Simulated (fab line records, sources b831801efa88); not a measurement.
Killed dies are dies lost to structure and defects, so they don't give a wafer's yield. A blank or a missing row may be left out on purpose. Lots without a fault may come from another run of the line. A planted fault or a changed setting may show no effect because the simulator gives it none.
Which tool did it? | flow gf180mcu | 24 lots, 72 wafers sampled, at 4 steps of a route of 602

WHAT THE GAUGES READ, wafer by wafer
GF_V2_CD_MEAS_14: target cd 260 nm.
lot  | measured     | on        | cd_nm (nm)
L074 | day 20 06:30 | cd_sem-01 | 260.2 259.6 260.5
L075 | day 20 14:46 | cd_sem-01 | 259.9 260.7 259.0
L076 | day 20 22:14 | cd_sem-01 | 260.7 259.6 259.6
L077 | day 21 10:30 | cd_sem-01 | 258.8 260.5 259.7
L078 | day 21 17:32 | cd_sem-02 | 260.9 261.1 260.8
L079 | day 22 06:24 | cd_sem-01 | 259.0 258.7 259.2
L080 | day 22 15:53 | cd_sem-01 | 258.2 260.2 259.3
L081 | day 22 21:08 | cd_sem-02 | 260.1 259.8 260.3
L082 | day 23 07:41 | cd_sem-02 | 259.8 259.3 259.3
L083 | day 23 15:00 | cd_sem-01 | 261.0 259.4 259.7
L084 | day 24 00:08 | cd_sem-01 | 261.7 262.5 262.1
L085 | day 24 11:42 | cd_sem-01 | 260.2 258.9 259.7
L086 | day 24 18:59 | cd_sem-01 | 261.3 262.7 260.9
L087 | day 25 02:12 | cd_sem-01 | 259.7 260.6 260.7
L088 | day 25 08:37 | cd_sem-01 | 260.6 260.7 260.9
L089 | day 25 10:47 | cd_sem-01 | 259.4 259.4 261.0
L090 | day 26 01:17 | cd_sem-02 | 257.7 257.3 257.1
L091 | day 26 03:20 | cd_sem-01 | 260.5 260.3 260.0
L092 | day 26 14:19 | cd_sem-01 | 259.4 260.0 260.5
L093 | day 26 19:35 | cd_sem-01 | 258.3 258.2 258.3
L094 | day 26 23:20 | cd_sem-02 | 260.7 259.6 260.4
L095 | day 27 08:43 | cd_sem-02 | 259.1 259.1 259.9
L096 | day 27 15:27 | cd_sem-02 | 260.6 260.3 258.9
L097 | day 28 03:50 | cd_sem-02 | 261.9 260.8 261.2

GF_V3_OVL_MEAS_15.
lot  | measured     | on         | V3_OVL (nm)
L074 | day 22 10:07 | overlay-01 | -5 1 -5
L075 | day 22 17:37 | overlay-01 | 4 11 7
L076 | day 23 01:19 | overlay-02 | -11 -5 -10
L077 | day 23 12:27 | overlay-01 | -3 2 5
L078 | day 23 18:45 | overlay-01 | 1 6 -3
L079 | day 24 06:42 | overlay-01 | 11 4 2
L080 | day 24 15:28 | overlay-02 | 7 -7 -6
L081 | day 24 20:57 | overlay-01 | -5 -6 -3
L082 | day 25 06:33 | overlay-01 | 2 -3 4
L083 | day 25 13:09 | overlay-02 | 1 2 8
L084 | day 25 22:12 | overlay-02 | 8 -3 3
L085 | day 26 09:17 | overlay-02 | 17 4 6
L086 | day 26 16:10 | overlay-01 | 1 -2 -3
L087 | day 26 23:06 | overlay-01 | -6 3 2
L088 | day 27 04:49 | overlay-02 | 0 3 -3
L089 | day 27 07:25 | overlay-02 | 11 4 10
L090 | day 27 20:54 | overlay-02 | 3 -4 9
L091 | day 27 22:27 | overlay-02 | -4 5 -2
L092 | day 28 09:34 | overlay-01 | -3 -2 -1
L093 | day 28 14:00 | overlay-02 | 0 5 2
L094 | day 28 18:09 | overlay-01 | -5 4 -1
L095 | day 29 03:25 | overlay-02 | -1 1 4
L096 | day 29 09:44 | overlay-01 | 5 -2 -1
L097 | day 29 21:55 | overlay-02 | 5 -3 7

WHICH TOOL RAN EACH LOT (tool, then ch and the chambers of the sampled wafers, then the start)
lot  | GF_V1_CMP_04                  | GF_V2_STRIP_18
L074 | cmp-01 ch 0,1, day 17 02:12   | plasma_asher-02 ch 0,1, day 20 06:46
L075 | cmp-02 ch 1,2,3, day 17 10:30 | plasma_asher-03 ch 0,1, day 20 15:03
L076 | cmp-01 ch 0,1,2, day 17 17:53 | plasma_asher-03 ch 1, day 20 22:31
L077 | cmp-01 ch 1,2,3, day 18 05:41 | plasma_asher-03 ch 0, day 21 10:46
L078 | cmp-02 ch 0,2, day 18 11:58   | plasma_asher-02 ch 1, day 21 17:49
L079 | cmp-02 ch 0,1,2, day 19 02:37 | plasma_asher-04 ch 0,1, day 22 06:40
L080 | cmp-01 ch 0,2,3, day 19 12:10 | plasma_asher-04 ch 0,1, day 22 16:10
L081 | cmp-02 ch 0,3, day 19 16:52   | plasma_asher-04 ch 0,1, day 22 21:25
L082 | cmp-01 ch 1,2,3, day 20 05:23 | plasma_asher-04 ch 0,1, day 23 07:58
L083 | cmp-01 ch 0,1,2, day 20 12:38 | plasma_asher-02 ch 0,1, day 23 15:16
L084 | cmp-01 ch 1,2,3, day 20 23:55 | plasma_asher-03 ch 0,1, day 24 00:25
L085 | cmp-01 ch 0,1,3, day 21 10:29 | plasma_asher-02 ch 0,1, day 24 11:58
L086 | cmp-02 ch 1,2,3, day 21 19:39 | plasma_asher-02 ch 0,1, day 24 19:16
L087 | cmp-02 ch 2,3, day 22 03:47   | plasma_asher-04 ch 0,1, day 25 02:28
L088 | cmp-02 ch 0,2,3, day 22 10:02 | plasma_asher-03 ch 0,1, day 25 08:54
L089 | cmp-01 ch 0,2,3, day 22 12:54 | plasma_asher-04 ch 0,1, day 25 11:03
L090 | cmp-02 ch 0,1,2, day 23 04:25 | plasma_asher-04 ch 0,1, day 26 01:34
L091 | cmp-01 ch 0,2, day 23 07:57   | plasma_asher-02 ch 0,1, day 26 03:37
L092 | cmp-01 ch 0,1,2, day 23 19:20 | plasma_asher-04 ch 0,1, day 26 14:36
L093 | cmp-01 ch 1,2, day 24 01:31   | plasma_asher-03 ch 0,1, day 26 19:52
L094 | cmp-01 ch 0,3, day 24 04:40   | plasma_asher-02 ch 0,1, day 26 23:37
L095 | cmp-02 ch 0,1, day 24 13:21   | plasma_asher-03 ch 0,1, day 27 08:59
L096 | cmp-02 ch 0,3, day 24 21:22   | plasma_asher-02 ch 0,1, day 27 15:43
L097 | cmp-01 ch 1,2,3, day 25 09:10 | plasma_asher-04 ch 0,1, day 28 04:07
- GF_V1_CMP_04: polishes SiO2.
- GF_V2_STRIP_18: strips in O2/N2.

WHAT THE TOOLS THEMSELVES READ (means of the sampled wafers that have a number; where no wafer has one, the mark that the record gives instead)
GF_V1_CMP_04.
lot  | tool   | motor_current_A (A) | time_to_endpoint_s (s)
L074 | cmp-01 | 11.9                | 78
L075 | cmp-02 | 12.8                | 76
L076 | cmp-01 | 12.6                | 74
L077 | cmp-01 | 12.5                | 74
L078 | cmp-02 | 12.7                | 69
L079 | cmp-02 | 12.5                | 83
L080 | cmp-01 | 13.3                | 75
L081 | cmp-02 | 12.3                | 76
L082 | cmp-01 | 12.5                | 75
L083 | cmp-01 | 12.7                | 74
L084 | cmp-01 | 12.5                | 80
L085 | cmp-01 | 11.8                | 77
L086 | cmp-02 | 12.9                | 70
L087 | cmp-02 | 13.9                | 76
L088 | cmp-02 | 12.7                | 76
L089 | cmp-01 | 13.1                | 72
L090 | cmp-02 | 12.7                | 73
L091 | cmp-01 | 13.2                | 74
L092 | cmp-01 | 12.8                | 78
L093 | cmp-01 | 13.7                | 79
L094 | cmp-01 | 11.8                | 77
L095 | cmp-02 | 11.9                | 74
L096 | cmp-02 | 12.5                | 75
L097 | cmp-01 | 12.6                | 74

GF_V2_STRIP_18.
lot  | tool            | chamber_pressure_mTorr (mTorr) | drypump_motor_current_A (A) | heater_power_w (W) | oes_product_au (a.u.) | platen_temp_c (C)
L074 | plasma_asher-02 | 1500.2                         | 5.9                         | 298                | 0.591                 | 249.99
L075 | plasma_asher-03 | 1500.5                         | 5.6                         | 281                | 0.598                 | 249.93
L076 | plasma_asher-03 | 1500.5                         | 5.9                         | 328                | 0.592                 | 249.86
L077 | plasma_asher-03 | 1500.4                         | 5.4                         | 263                | 0.592                 | 250.05
L078 | plasma_asher-02 | 1499.7                         | 6.0                         | 279                | 0.593                 | 250.02
L079 | plasma_asher-04 | 1501.2                         | 6.6                         | 322                | 0.599                 | 250.08
L080 | plasma_asher-04 | 1499.6                         | 6.6                         | 323                | 0.592                 | 250.00
L081 | plasma_asher-04 | 1499.8                         | 6.6                         | 326                | 0.598                 | 249.94
L082 | plasma_asher-04 | 1501.3                         | 6.6                         | 325                | 0.595                 | 249.87
L083 | plasma_asher-02 | 1500.3                         | 5.9                         | 301                | 0.592                 | 250.08
L084 | plasma_asher-03 | 1499.9                         | 5.7                         | 307                | 0.591                 | 250.11
L085 | plasma_asher-02 | 1499.1                         | 5.9                         | 319                | 0.596                 | 249.91
L086 | plasma_asher-02 | 1499.4                         | 5.8                         | 328                | 0.597                 | 249.76
L087 | plasma_asher-04 | 1499.4                         | 6.6                         | 321                | 0.590                 | 250.11
L088 | plasma_asher-03 | 1499.7                         | 5.6                         | 280                | 0.592                 | 250.02
L089 | plasma_asher-04 | 1500.0                         | 6.6                         | 321                | 0.591                 | 249.89
L090 | plasma_asher-04 | 1500.2                         | 6.6                         | 326                | 0.595                 | 250.09
L091 | plasma_asher-02 | 1499.6                         | 5.9                         | 298                | 0.592                 | 249.98
L092 | plasma_asher-04 | 1499.0                         | 6.6                         | 320                | 0.594                 | 249.99
L093 | plasma_asher-03 | 1499.3                         | 5.6                         | 290                | 0.598                 | 250.14
L094 | plasma_asher-02 | 1498.5                         | 5.9                         | 301                | 0.594                 | 250.03
L095 | plasma_asher-03 | 1502.0                         | 5.5                         | 287                | 0.593                 | 249.82
L096 | plasma_asher-02 | 1500.7                         | 5.9                         | 299                | 0.594                 | 249.88
L097 | plasma_asher-04 | 1499.8                         | 6.6                         | 331                | 0.597                 | 249.97

THE ANSWER, worked out from the rows above alone
Rule: what is usual is taken from the lots themselves. Put in order of their means at a reading, lots are off if they are a third of the lots or fewer, leave a main group of 4 or more, and stand apart from it by a gap of 3 or more times the standard deviation of the main group's means; of several such gaps the widest counts. A main group whose means are all the same, to the digits that the tables above print for the reading, isn't used. A lot without any number at a reading at which 4 lots or more have one is off too. The other lots that the step has rows for count as sound. The gauges are gone through in route order, then the tools' own readings, and for those a lot's mean is taken as printed above. The first step at which some lot is off is used, and at that step the reading that is off furthest; a lot without a number counts as furthest.
No lot is off at any reading shown: from this, nothing can be told.

WHAT THE SIMULATOR HAD PUT IN
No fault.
